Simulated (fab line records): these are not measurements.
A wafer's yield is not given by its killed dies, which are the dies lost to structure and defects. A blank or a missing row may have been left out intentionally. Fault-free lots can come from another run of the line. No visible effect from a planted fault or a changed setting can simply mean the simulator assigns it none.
fab line records	flow sky130
record: lots: 6	wafers: 18	last_day: 50
route steps=708 shown FIELD_ISO@5 PAD_OPEN@708
lots untouched by any fault: they come from a run of this same line in which no faults occurred
start_h: start of the lot's first displayed wafer, in hours after the record's first day	wait_h: hours since the lot's step before	" unchanged from the row above	L1.1+2: a row that stands for several wafers	- either no value or no given start	* or withheld: withheld	< > ~ a bound
route shown NAME@n: a module of which the file shows steps, and the number in the route of the first	usual: mean and standard deviation over wafers with no fault	same: alike in all rows	chamber/n: place in a boat	sites: each site's reading	_std_site: their standard deviation	_edge_site: inner sites' mean taken away from outer sites' mean	radius_mm: how far each site lies from the wafer's centre	mask NAME#n: copy n	behind: the last tool/chamber to shape the wafer	hold: cause of the lot's hold/its duration in hours/its outcome	device: the n, p or np transistor that did not switch	end of line: tests run on the same wafers once the route is complete	a step given without rows: its recipe and nothing more	killed: dies lost to structure and defects at the first sort, not the wafer's yield	map: per-die view of a wafer (x killed, . not killed, _ where there is no die)
set.NAME: the run value of the setting; set.NAME@STEP: its run value at that earlier step	model.NAME: the simulator's own value behind a step, which no gauge read
certain route steps with their lots: each step a table, each wafer a row
services: from which hour (start_h, from the record's first day; less than 0 if before it) a tool's chamber was out of use, for how many hours, and why
== steps ==
step: SKY_FIELD_ISO_THK_MEAS_04
recipe: reads: Si3N4_of_FIELD_ISO_CVD_03
usual: FIELD_ISO_CVD_03_THK: 165.6/1.4
lot.wafer	tool	chamber	start_h	wait_h	FIELD_ISO_CVD_03_THK[nm]
L361.3	film_metro-02	-	24.16	0.0	165.0
L361.4	"	-	"	"	166.7
L361.6	"	-	"	"	164.6
L366.1	film_metro-02	-	49.39	0.0	166.2
L366.2	"	-	"	"	165.2
L366.5	"	-	"	"	167.0
L372.4	film_metro-02	-	79.49	0.0	167.7
L372.5	"	-	"	"	167.2
L372.6	"	-	"	"	167.6
L373.2	film_metro-03	-	83.49	0.0	164.7
L373.5	"	-	"	"	165.8
L373.6	"	-	"	"	165.8
L377.1	film_metro-01	-	105.23	0.0	167.9
L377.2	"	-	"	"	168.5
L377.6	"	-	"	"	168.2
L382.1	film_metro-01	-	128.70	0.0	168.0
L382.2	"	-	"	"	166.7
L382.3	"	-	"	"	167.0
step: SKY_FIELD_ISO_DEHYDRATE_05
recipe: temp_c: 200	time_s: 60
step: SKY_FIELD_ISO_HMDS_06
recipe: prime_time_s: 60	prime_temp_c: 120
step: SKY_FIELD_ISO_COAT_07
recipe: resist: BARC	temp_c: withheld	time_s: withheld	spin_rpm: 3000	resist_thk_nm: 60
step: SKY_FIELD_ISO_COAT_08
recipe: resist: KrF-thick	spin_rpm: 3000	resist_thk_nm: 450
step: SKY_FIELD_ISO_SOFTBAKE_09
recipe: temp_c: 100	time_s: 90	resist: KrF-thick
step: SKY_FIELD_ISO_EXPOSE_10
recipe: mask_id: FOM	na: 0.68	source_shape: annular	sigma_inner: 0.4	sigma_outer: 0.8	target_cd_nm: 150	dose_mj: 28
step: SKY_FIELD_ISO_PEB_11
recipe: peb_temp_c: withheld	peb_time_s: withheld	resist: KrF-thick
step: SKY_FIELD_ISO_DEVELOP_12
recipe: develop_time_s: 60	resist: KrF-thick	dev_temp_c: 21
step: SKY_FIELD_ISO_CD_MEAS_13
recipe: target_cd_nm: 150
usual: cd_nm: 149.7/1.5
lot.wafer	tool	chamber	start_h	wait_h	cd_nm
L361.3	cd_sem-01	-	39.87	-	147.3
L361.4	"	-	"	"	149.5
L361.6	"	-	"	"	148.6
L366.1	cd_sem-01	-	64.89	-	149.8
L366.2	"	-	"	"	149.1
L366.5	"	-	"	"	148.4
L372.4	cd_sem-02	-	97.14	-	152.8
L372.5	"	-	"	"	151.0
L372.6	"	-	"	"	151.2
L373.2	cd_sem-01	-	101.16	-	151.9
L373.5	"	-	"	"	150.3
L373.6	"	-	"	"	150.2
L377.1	cd_sem-01	-	122.39	-	146.9
L377.2	"	-	"	"	148.0
L377.6	"	-	"	"	147.1
L382.1	cd_sem-01	-	148.03	-	148.1
L382.2	"	-	"	"	147.3
L382.3	"	-	"	"	148.5
step: SKY_FIELD_ISO_ETCH_14
recipe: chemistry: N2/H2	target: BARC	ion_energy_ev: 200	source_w: 500	bias_w: 100	pressure_mtorr: 30	n2_flow_sccm: 100	h2_flow_sccm: 200	stop_on: SiO2	time_s: 45.9	target_depth_a: 600
usual: bias_w: 99.99/0.28	drypump_motor_current_A: 5.6/0.56	oes_product_au: 0.854/0.0048	throttle_valve_pct: 13.224/0.011
lot.wafer	tool	chamber	start_h	wait_h	bias_w	drypump_motor_current_A	oes_product_au	rf_hours_counter_h	throttle_valve_pct
L361.3	rie_diel-03	3	39.95	0.1	100.14	5.5	0.851	156	13.215
L361.4	"	0	"	"	99.37	4.7	0.850	134	13.244
L361.6	"	1	"	"	99.64	6.0	0.856	-	13.237
L366.1	rie_diel-04	2	65.01	0.1	100.11	5.7	0.842	2	13.236
L366.2	"	0	"	"	99.53	6.4	0.861	127	13.213
L366.5	"	3	"	"	100.40	6.3	0.856	-	13.220
L372.4	rie_diel-03	0	97.20	0.0	100.20	4.7	0.852	135	13.241
L372.5	"	2	"	"	100.05	5.2	0.858	-	13.224
L372.6	"	3	"	"	100.16	5.5	0.860	-	13.225
L373.2	rie_diel-03	0	101.26	0.1	99.96	4.7	0.855	135	13.207
L373.5	"	2	"	"	99.99	5.3	0.860	-	13.226
L373.6	"	1	"	"	99.88	6.0	0.860	-	13.224
L377.1	rie_diel-02	1	122.51	0.1	100.50	5.5	0.851	113	13.231
L377.2	"	3	"	"	99.89	6.2	0.856	2	13.213
L377.6	"	1	"	"	100.14	5.5	0.855	-	13.229
L382.1	rie_diel-02	3	148.15	0.1	99.65	6.2	0.855	3	13.229
L382.2	"	2	"	"	100.00	4.7	0.855	80	13.200
L382.3	"	1	"	"	100.22	5.5	0.848	113	13.233
step: SKY_FIELD_ISO_ETCH_15
recipe: chemistry: CHF3/O2	target_depth_nm: 180	stop_on: Si	source_w: 600	bias_w: 200	pressure_mtorr: 40	chf3_flow_sccm: 50	O2_flow_sccm: 5	time_s: 72
usual: bias_w: 200.0/0.67	drypump_motor_current_A: 5.5/0.56	oes_product_au: 0.948/0.0065	throttle_valve_pct: 8.844/0.0091
lot.wafer	tool	chamber	start_h	wait_h	bias_w	drypump_motor_current_A	oes_product_au	rf_hours_counter_h	throttle_valve_pct
L361.3	rie_diel-03	3	39.99	0.0	200.8	5.5	0.954	156	8.839
L361.4	"	0	"	"	200.2	4.6	0.949	134	8.852
L361.6	"	1	"	"	201.0	6.0	0.944	-	8.833
L366.1	rie_diel-04	2	65.06	0.0	199.0	5.7	0.955	2	8.833
L366.2	"	0	"	"	199.3	6.4	0.943	127	8.845
L366.5	"	3	"	"	200.2	6.3	0.949	-	8.851
L372.4	rie_diel-03	0	97.24	0.0	200.0	4.7	0.960	135	8.852
L372.5	"	2	"	"	201.2	5.3	0.957	-	8.843
L372.6	"	3	"	"	199.0	5.5	0.960	-	8.842
L373.2	rie_diel-03	0	101.31	0.0	199.1	4.7	0.934	135	8.851
L373.5	"	2	"	"	200.6	5.2	0.948	-	8.839
L373.6	"	1	"	"	199.5	6.0	0.951	-	8.847
L377.1	rie_diel-02	1	122.56	0.0	202.0	5.5	0.945	113	8.839
L377.2	"	3	"	"	199.6	6.2	0.962	2	8.849
L377.6	"	1	"	"	201.2	5.5	0.955	-	8.859
L382.1	rie_diel-02	3	148.19	0.0	198.9	6.2	0.953	3	8.843
L382.2	"	2	"	"	201.4	4.7	0.955	80	8.843
L382.3	"	1	"	"	199.2	5.5	0.952	113	8.847
step: SKY_FIELD_ISO_STRIP_16
recipe: chemistry: O2/N2	power_w: 1400	pressure_mtorr: 1500	platen_temp_c: withheld	o2_flow_sccm: 3000	n2_flow_sccm: 300	overash_fraction: 0.5
usual: drypump_motor_current_A: 5.5/0.38	oes_product_au: 0.377/0.0047	strip_time_to_endpoint_s: 3.54/0.038
same: overash_fraction: 0.5
lot.wafer	tool	chamber	start_h	wait_h	drypump_motor_current_A	oes_product_au	rf_hours_counter_h	strip_time_to_endpoint_s
L361.3	plasma_asher-02	1	40.08	0.1	5.5	0.379	-	3.53
L361.4	"	0	"	"	5.8	0.376	-	3.51
L361.6	"	0	"	"	5.8	0.381	-	3.60
L366.1	plasma_asher-02	0	65.11	0.0	5.8	0.379	41	3.49
L366.2	"	1	"	"	5.6	0.381	41	3.53
L366.5	"	0	"	"	5.8	0.373	-	3.53
L372.4	plasma_asher-02	1	97.33	0.1	5.5	0.374	-	3.31
L372.5	"	0	"	"	5.8	0.376	-	3.38
L372.6	"	1	"	"	5.6	0.380	-	3.34
L373.2	plasma_asher-02	0	101.36	0.0	5.8	0.372	44	3.30
L373.5	"	0	"	"	5.8	0.376	-	3.33
L373.6	"	1	"	"	5.5	0.372	-	3.37
L377.1	plasma_asher-03	1	122.61	0.0	5.2	0.371	31	3.63
L377.2	"	0	"	"	4.9	0.382	31	3.60
L377.6	"	1	"	"	5.2	0.376	-	3.59
L382.1	plasma_asher-01	0	148.25	0.0	5.9	0.384	47	3.60
L382.2	"	1	"	"	6.0	0.378	47	3.53
L382.3	"	0	"	"	6.0	0.374	-	3.60
step: SKY_FIELD_ISO_ETCH_17
recipe: target_depth_a: 3420	mask_material: Si3N4	chemistry: HBr/Cl2/O2	target: Si	taper_deg: 5	icp_w: 600	bias_w: 150	pressure_mtorr: 15	HBr_flow_sccm: 150	Cl2_flow_sccm: 40	O2_flow_sccm: 6	time_s: 97.7
usual: bias_w: 150.0/0.4	drypump_motor_current_A: 5.5/0.38	oes_product_au: 1.000/0.01	throttle_valve_pct: 25.658/0.012
lot.wafer	tool	chamber	start_h	wait_h	bias_w	drypump_motor_current_A	oes_product_au	rf_hours_counter_h	throttle_valve_pct
L361.3	rie_si-02	1	40.15	0.0	149.7	5.0	0.988	82	25.660
L361.4	"	2	"	"	149.5	5.6	0.982	155	25.673
L361.6	"	1	"	"	150.1	5.0	0.979	-	25.685
L366.1	rie_si-01	1	65.21	0.1	150.2	5.8	1.001	27	25.652
L366.2	"	0	"	"	150.0	5.0	0.999	93	25.660
L366.5	"	1	"	"	149.9	5.7	0.999	-	25.656
L372.4	rie_si-02	1	97.40	0.0	149.5	5.0	0.996	83	25.655
L372.5	"	3	"	"	149.5	6.0	1.013	-	25.658
L372.6	"	0	"	"	150.0	5.6	0.997	-	25.656
L373.2	rie_si-01	2	101.46	0.1	150.3	5.9	1.014	104	25.648
L373.5	"	0	"	"	150.6	5.0	1.000	-	25.667
L373.6	"	1	"	"	150.0	5.7	1.007	-	25.661
L377.1	rie_si-01	0	122.71	0.1	149.6	5.0	1.002	94	25.664
L377.2	"	1	"	"	149.1	5.7	1.020	27	25.650
L377.6	"	3	"	"	148.9	5.3	0.999	-	25.660
L382.1	rie_si-02	3	148.35	0.1	150.0	5.9	1.002	36	25.662
L382.2	"	1	"	"	150.6	5.0	0.989	83	25.665
L382.3	"	2	"	"	150.1	5.6	1.008	0	25.645
step: SKY_PAD_OPEN_PROBE_99
usual: killed_at_M0_to_M3: 43/7.3	killed_at_M4_up: 3.6/1.9	killed_at_contacts: 23/5.3	killed_at_front_end: 15/4.5	killed_at_other: 0.3/0.72	killed_dies: 85/9.4	killed_open: 46/6.7	killed_short: 38/6.8
same: gross_dies: 492	killed_at_back_side: 0
lot.wafer	tool	chamber	start_h	wait_h	killed_at_M0_to_M3	killed_at_M4_up	killed_at_contacts	killed_at_front_end	killed_at_other	killed_dies	killed_open	killed_short
L361.3	prober-02	-	1103.57	0.2	44	4	27	10	1	86	51	34
L361.4	prober-02	-	1103.62	0.2	43	6	23	15	0	87	42	45
L361.6	prober-02	-	1103.72	0.2	42	2	22	20	0	86	41	45
L366.1	prober-01	-	1116.67	0.1	49	1	18	13	0	81	51	30
L366.2	prober-01	-	1116.72	0.1	48	2	22	13	0	85	42	43
L366.5	prober-01	-	1116.87	0.2	47	1	28	11	1	88	42	46
L373.2	prober-01	-	1166.11	0.1	51	2	23	22	0	98	53	45
L373.5	prober-01	-	1166.26	0.2	52	7	17	11	0	87	51	36
L373.6	prober-01	-	1166.31	0.2	40	1	19	10	1	71	33	37
L372.4	prober-02	-	1168.52	0.2	39	3	21	21	0	84	47	37
L372.5	prober-02	-	1168.57	0.2	42	5	18	24	0	89	45	44
L372.6	prober-02	-	1168.62	0.2	39	2	15	21	1	78	48	30
L377.1	prober-02	-	1180.41	0.1	38	3	30	10	0	81	46	35
L377.2	prober-02	-	1180.46	0.1	55	7	22	14	0	98	54	44
L377.6	prober-02	-	1180.66	0.2	41	3	26	14	0	84	45	39
killed by level:class
L361.3 LI_CONTACT:geometric_particle:open=9 VIA2:geometric_particle:open=8 CONTACT:geometric_particle:open=8 VIA1:geometric_particle:open=6 LI_CONTACT:geometric_particle:short=5 METAL1:geometric_particle:short=5 LOCAL_INTERCONNECT:geometric_particle:short=5 VIA3:geometric_particle:open=5
L361.4 VIA1:geometric_particle:open=12 METAL2:geometric_particle:short=8 LI_CONTACT:geometric_particle:open=7 LOCAL_INTERCONNECT:geometric_particle:short=7 VIA2:geometric_particle:open=5 CONTACT:geometric_particle:open=5 FIELD_ISO:geometric_particle:short=4 POLY_GATE:geometric_particle:open=4
L361.6 VIA2:geometric_particle:open=7 LI_CONTACT:geometric_particle:open=7 CONTACT:geometric_particle:open=7 VIA1:geometric_particle:short=7 VIA1:geometric_particle:open=6 FIELD_ISO:geometric_particle:short=5 METAL2:geometric_particle:short=5 FIELD_ISO:geometric_particle:open=4
L366.1 VIA3:geometric_particle:open=10 VIA1:geometric_particle:open=10 CONTACT:geometric_particle:open=9 METAL1:geometric_particle:short=8 VIA2:geometric_particle:open=7 LI_CONTACT:geometric_particle:open=5 VIA3:geometric_particle:short=4 POLY_GATE:geometric_particle:open=4
L366.2 VIA1:geometric_particle:open=9 LI_CONTACT:geometric_particle:open=7 VIA3:geometric_particle:open=7 METAL2:geometric_particle:short=7 VIA2:geometric_particle:open=7 CONTACT:geometric_particle:open=6 METAL1:geometric_particle:short=6 VIA3:geometric_particle:short=5
L366.5 CONTACT:geometric_particle:open=14 VIA1:geometric_particle:short=11 CONTACT:geometric_particle:short=8 METAL1:geometric_particle:short=8 VIA1:geometric_particle:open=7 VIA3:geometric_particle:open=6 LI_CONTACT:geometric_particle:open=5 METAL2:geometric_particle:short=5
L373.2 METAL1:geometric_particle:short=13 CONTACT:geometric_particle:open=11 VIA1:geometric_particle:open=10 FIELD_ISO:geometric_particle:open=6 VIA2:geometric_particle:open=6 VIA3:geometric_particle:open=6 CONTACT:geometric_particle:short=5 VIA1:geometric_particle:short=5
L373.5 VIA1:geometric_particle:open=20 METAL1:geometric_particle:short=10 LI_CONTACT:geometric_particle:open=8 VIA3:geometric_particle:open=8 METAL4:geometric_particle:short=4 VIA2:geometric_particle:open=4 FIELD_ISO:geometric_particle:open=3 LI_CONTACT:geometric_particle:short=3
L373.6 VIA1:geometric_particle:open=9 CONTACT:geometric_particle:open=9 METAL1:geometric_particle:short=8 VIA1:geometric_particle:short=6 VIA3:geometric_particle:open=6 CONTACT:geometric_particle:short=4 VIA2:geometric_particle:open=4 FIELD_ISO:geometric_particle:short=3
L372.4 VIA1:geometric_particle:open=11 CONTACT:geometric_particle:open=9 FIELD_ISO:geometric_particle:short=6 LI_CONTACT:geometric_particle:open=6 FIELD_ISO:geometric_particle:open=5 POLY_GATE:geometric_particle:short=5 VIA2:geometric_particle:open=5 VIA2:geometric_particle:short=5
L372.5 VIA1:geometric_particle:open=8 FIELD_ISO:geometric_particle:short=7 FIELD_ISO:geometric_particle:open=7 VIA2:geometric_particle:open=6 LI_CONTACT:geometric_particle:short=5 POLY_GATE:geometric_particle:short=5 CONTACT:geometric_particle:open=5 VIA2:geometric_particle:short=5
L372.6 VIA1:geometric_particle:open=8 POLY_GATE:geometric_particle:open=7 VIA2:geometric_particle:open=7 FIELD_ISO:geometric_particle:open=6 CONTACT:geometric_particle:open=6 METAL2:geometric_particle:short=6 FIELD_ISO:geometric_particle:short=4 VIA3:geometric_particle:open=4
L377.1 LI_CONTACT:geometric_particle:open=11 VIA1:geometric_particle:short=9 VIA1:geometric_particle:open=8 CONTACT:geometric_particle:open=7 VIA3:geometric_particle:open=6 CONTACT:geometric_particle:short=4 METAL1:geometric_particle:short=4 METAL2:geometric_particle:short=4
L377.2 METAL1:geometric_particle:short=9 CONTACT:geometric_particle:open=9 VIA1:geometric_particle:open=9 VIA2:geometric_particle:open=8 POLY_GATE:geometric_particle:open=6 LI_CONTACT:geometric_particle:open=5 VIA1:geometric_particle:short=5 METAL2:geometric_particle:short=4
L377.6 CONTACT:geometric_particle:open=12 VIA2:geometric_particle:open=8 METAL1:geometric_particle:short=6 VIA1:geometric_particle:open=6 CONTACT:geometric_particle:short=5 VIA1:geometric_particle:short=5 POLY_GATE:geometric_particle:open=4 LI_CONTACT:geometric_particle:open=4
== services ==
tool	chamber	start_h	hours	kind
rie_si-01	3	17.21	2.6	repair
rie_diel-04	2	21.58	8.3	repair
rie_diel-02	3	34.49	1.6	repair
rie_si-02	2	57.47	-	clean
rie_si-02	2	57.47	38.4	scheduled_down
rie_si-02	2	57.47	38.4	vent_cycle
plasma_asher-01	-	61.61	5.0	repair
rie_diel-03	1	64.62	8.4	repair
rie_diel-02	0	99.39	2.8	repair
rie_diel-02	3	110.59	6.8	repair
rie_diel-02	1	117.72	4.4	repair
rie_si-02	2	119.54	15.2	repair
rie_si-01	2	124.28	10.4	repair
plasma_asher-03	-	131.21	14.6	pm
rie_diel-04	1	134.46	6.1	repair
rie_diel-03	3	135.01	-	clean
rie_diel-03	3	135.01	17.2	scheduled_down
rie_diel-03	3	135.01	17.2	vent_cycle
rie_si-01	1	138.26	19.2	repair
== key ==
first_sign: step: SKY_FIELD_ISO_STRIP_16	reading: strip_time_to_endpoint_s	direction: down	sigmas: 5.4	usual: *	struck: *
effect none on later readings
met_at SKY_FIELD_ISO_STRIP_16
struck_wafers L372.4,L372.5,L372.6,L373.2,L373.5,L373.6
tester_left_out L372,L373
onset_between 65.11 97.33
fault: kind: process_parameter_drift	tool: plasma_asher-02	chamber: -	onset_h: 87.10	steps: SKY_FIELD_ISO_STRIP_16	channel: power_w	offset: *	shape: step	end_h: 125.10	acts_in: *	stated: *
tester_left_out: of these lots the tester's yield and bins aren't shown, on N5 and GAA mostly nor the transistor test; their killed dies are dies lost to structure and defects alone, not to doping, threshold or leakage, so they don't give the yield
